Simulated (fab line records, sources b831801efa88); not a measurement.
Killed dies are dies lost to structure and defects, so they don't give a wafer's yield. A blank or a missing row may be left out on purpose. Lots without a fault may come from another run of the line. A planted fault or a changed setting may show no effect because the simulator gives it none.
Problem report in the 8D (eight disciplines) form, filled by code | flow sky130 | the parts of the form that need people (team, actions taken, sign-off) are left out

1. THE PROBLEM
oes_product_au at SKY_VIA3_ETCH_14 reads a mean of 0.925 a.u. on 9 wafers of 3 lots; wafers without a fault read 0.855 a.u. with a standard deviation of 0.005. That is +14 standard deviations from the usual mean.
The step: etches BARC in N2/H2, stops on SiO2, time 45.9 s, target depth 60 nm.
First seen on wafer L432.4, day 42 13:10, on rie_diel-04. The record holds 21 wafers of 7 lots with a number at this step. Rule for "out", or "out of limits": more than 4 standard deviations from the usual mean. The other wafers with a number count as sound.

2. WHAT IT IS AND WHAT IT IS NOT
question                    | is                           | is not
which readings at this step | oes_product_au, run_length_s | drypump_motor_current_A
which lots                  | L432, L433, L436             | L435, L440, L444, L446
which wafers of those lots  | all that have a number       | -
read on which tools         | rie_diel-04                  | rie_diel-01, rie_diel-02
when                        | from day 42 13:10            | up to then (0 sound wafers); but 12 sound wafers of L435, L440, L444, L446 came after

3. SUSPECTS, AND WHAT RULES EACH OUT
Counting: a tool at a process step up to the reading stays a suspect if it ran every lot that is out and no sound lot after the first of them.
- cmp-02 at SKY_VIA3_CMP_02 (polishes SiO2): ruled out as a lasting fault. Sound lots L435, L440 ran on it after its first lot that is out, L432 (day 41 12:52).
- rie_diel-04 at SKY_VIA3_ETCH_14 (etches BARC in N2/H2, stops on SiO2, time 45.9 s, target depth 60 nm): ruled out as a lasting fault. Sound lots L446 ran on it after its first lot that is out, L432 (day 42 13:10).
Left after counting: nothing in the record.

4. THE CAUSE (what the simulator had put in)
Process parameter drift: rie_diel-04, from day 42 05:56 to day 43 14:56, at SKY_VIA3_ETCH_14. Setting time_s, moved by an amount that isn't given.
Counting ruled it out, wrongly.

5. THE CHAIN OF EFFECTS, in route order
Each row: a reading whose mean over the struck wafers that have a number lies more than 3 standard deviations from the usual. Only readings for which the record gives a usual standard deviation are gone through. hours: the time from each lot's start at the first step in this table that gives one to its start at this step, as a median over the lots. sigmas: the change in usual standard deviations.
hours | step             | reading        | usual      | on struck wafers | change | sigmas
0     | SKY_VIA3_ETCH_14 | oes_product_au | 0.855 a.u. | 0.925            | +0.070 | +14
0     | SKY_VIA3_ETCH_14 | run_length_s   | 74.2 s     | 70.4             | -3.8   | -10
The process steps in it:
- SKY_VIA3_ETCH_14: etches BARC in N2/H2, stops on SiO2, time 45.9 s, target depth 60 nm.

6. WHAT WOULD HAVE CAUGHT IT SOONER
In this record the first reading out of limits was taken at day 42 13:10, 7 hours after the fault began at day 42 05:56.
